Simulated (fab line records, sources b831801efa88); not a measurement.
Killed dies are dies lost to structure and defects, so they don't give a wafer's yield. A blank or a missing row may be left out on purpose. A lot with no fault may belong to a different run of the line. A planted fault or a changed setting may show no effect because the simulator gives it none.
Chamber matching    flow gf180mcu    4 sister chambers for GF_STI_ETCH_14 on rie_si-01
The step etches Si in HBr/Cl2/O2, target depth 360 nm, time 102.9 s. 7 wafers are shown with their chamber, then 6 later ones without.

EACH WAFER AND ITS CHAMBER
wafer   chamber  drypump_motor_current_A (A)  run_length_s (s)
L828.4  1        5.27                         130.7
L829.6  1        5.31                         130.4
L831.1  2        5.74                         131.0
L831.4  0        5.82                         131.1
L831.6  0        5.78                         131.0
L833.1  2        5.73                         130.8
L833.3  3        5.63                         130.5

WAFERS WITH NO CHAMBER GIVEN
wafer   drypump_motor_current_A (A)  run_length_s (s)
L833.4  5.80                         131.3
L835.1  5.74                         131.1
L835.3  5.62                         130.6
L835.6  5.80                         131.2
L838.1  5.62                         130.5
L838.6  5.79                         131.3

CHAMBER TAKEN BY EACH
wafer   from the rows above      in truth
L833.4  0                        0
L835.1  can't be placed: 2 or 0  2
L835.3  3                        3
L835.6  0                        0
L838.1  3                        3
L838.6  can't be placed: 0 or 2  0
Correctly placed: 4 of 6. Not placeable from these rows: 2 (in 2, the candidates include the true chamber). Placed wrongly: 0.
How it was worked out, from the rows above alone: a wafer's distance from a chamber is the root of the sum, over the readings, of the square of ((its reading less the chamber's mean) divided by the reading's scatter). The wafer belongs to the nearest chamber; if the next one is less than 2 further off, it can't be placed. The mean given for a chamber averages the wafers shown for that chamber. The scatter: the root of (the sum of the squares of (reading less its chamber's mean) over the shown wafers, divided by (wafers less chambers)).
